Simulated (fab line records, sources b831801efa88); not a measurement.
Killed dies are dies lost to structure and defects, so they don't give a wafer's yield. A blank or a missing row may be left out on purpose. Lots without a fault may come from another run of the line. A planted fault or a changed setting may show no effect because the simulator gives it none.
Which tool did it? | flow sky130 | 6 lots, 16 wafers sampled, at 2 steps of a route of 708

WHAT THE GAUGES READ, wafer by wafer
SKY_LOCAL_INTERCONNECT_THK_MEAS_02: measures by xrf.
lot  | measured     | on            | LOCAL_INTERCONNECT_TIN_THK (nm)
L767 | day 30 09:13 | film_metro-01 | 101.7 103.9 102.8
L771 | day 31 12:28 | film_metro-04 | 104.1 103.6
L775 | day 32 19:32 | film_metro-04 | 103.5 104.5 103.5
L783 | day 35 13:48 | film_metro-01 | 101.5 100.1 100.8
L785 | day 36 05:40 | film_metro-01 | 102.7 102.6 101.5
L788 | day 36 15:57 | film_metro-03 | 101.1 101.3

WHICH TOOL RAN EACH LOT (tool, then ch and the chambers of the sampled wafers, then the start)
lot  | SKY_LI_CONTACT_CMP_24
L767 | cmp-02 ch 1,3, day 30 08:47
L771 | cmp-02 ch 0,3, day 31 12:01
L775 | cmp-02 ch 0,3, day 32 19:03
L783 | cmp-01 ch 0,2,3, day 35 13:19
L785 | cmp-01 ch 1,2,3, day 36 05:16
L788 | cmp-01 ch 1,3, day 36 15:33
- SKY_LI_CONTACT_CMP_24: polishes, stops on PSG, t overpolish 20 s, target thk 0 nm.

THE ANSWER, worked out from the rows above alone
Rule: what is usual is taken from the lots themselves. Put in order of their means at a reading, lots are off if they are a third of the lots or fewer, leave a main group of 4 or more, and stand apart from it by a gap of 3 or more times the standard deviation of the main group's means; of several such gaps the widest counts. A main group whose means are all the same, to the digits that the tables above print for the reading, isn't used. A lot without any number at a reading at which 4 lots or more have one is off too. The other lots that the step has rows for count as sound.
No lot is off at any reading shown: from this, nothing can be told.

WHAT THE SIMULATOR HAD PUT IN
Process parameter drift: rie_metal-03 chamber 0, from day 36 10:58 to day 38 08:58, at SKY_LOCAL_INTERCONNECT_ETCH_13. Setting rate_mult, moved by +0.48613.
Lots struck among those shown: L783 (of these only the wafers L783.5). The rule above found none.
